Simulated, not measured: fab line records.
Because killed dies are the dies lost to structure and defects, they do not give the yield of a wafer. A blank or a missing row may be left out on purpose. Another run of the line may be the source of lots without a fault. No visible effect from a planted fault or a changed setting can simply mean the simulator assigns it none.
Chamber matching + flow gf180mcu + GF_V5_CVD_02 on pecvd-01: 3 sister chambers
The step deposits SiO2 from TEOS, target thk 1450 nm, time 163.28 s. 6 wafers are shown with their chamber, then 12 later ones without.

## WAFERS, EACH WITH ITS CHAMBER
| wafer  | chamber | heater_power_w (W) | rf_fwd_power_W (W) |
|--------|---------|--------------------|--------------------|
| L086.6 | 2       | 597                | 596.9              |
| L087.1 | 2       | 575                | 601.4              |
| L087.2 | 1       | 683                | 594.4              |
| L088.3 | 0       | 675                | 600.0              |
| L088.4 | 0       | 701                | 600.4              |
| L088.6 | 1       | 590                | 597.8              |

## WAFERS WHOSE CHAMBER IS MISSING
| wafer  | heater_power_w (W) | rf_fwd_power_W (W) |
|--------|--------------------|--------------------|
| L089.1 | 583                | 599.6              |
| L089.3 | 665                | 595.9              |
| L089.5 | 711                | 598.5              |
| L095.2 | 600                | 597.9              |
| L095.3 | 609                | 595.3              |
| L095.6 | 569                | 595.1              |
| L096.3 | 668                | 594.5              |
| L096.4 | 627                | 595.6              |
| L096.6 | 678                | 596.9              |
| L097.1 | 674                | 600.1              |
| L097.2 | 599                | 597.6              |
| L097.4 | 728                | 599.9              |

## WHICH CHAMBER EACH ONE RAN IN
| wafer  | from the rows above          | in truth |
|--------|------------------------------|----------|
| L089.1 | can't be placed: 2 or 1      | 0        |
| L089.3 | can't be placed: 1 or 0 or 2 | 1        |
| L089.5 | can't be placed: 0 or 1      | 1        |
| L095.2 | can't be placed: 2 or 1 or 0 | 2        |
| L095.3 | can't be placed: 1 or 2      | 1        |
| L095.6 | can't be placed: 1 or 2 or 0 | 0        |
| L096.3 | can't be placed: 1 or 0 or 2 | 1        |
| L096.4 | can't be placed: 1 or 2      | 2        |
| L096.6 | can't be placed: 1 or 0 or 2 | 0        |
| L097.1 | can't be placed: 0 or 1 or 2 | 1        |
| L097.2 | can't be placed: 2 or 1 or 0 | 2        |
| L097.4 | can't be placed: 0 or 1      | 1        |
Correctly placed: 0 of 12. Cannot be placed on the basis of these rows: 12; the candidates contain the true chamber in 11. Placed wrongly: 0.
How it was worked out, from the rows above alone: a wafer's distance from a chamber is the root of the sum, over the readings, of the square of ((its reading less the chamber's mean) divided by the reading's scatter). The wafer belongs to the nearest chamber; if the next one is less than 2 further off, it can't be placed. Each chamber's mean is taken over the wafers shown for it. The scatter: the root of (the sum of the squares of (reading less its chamber's mean) over the shown wafers, divided by (wafers less chambers)).
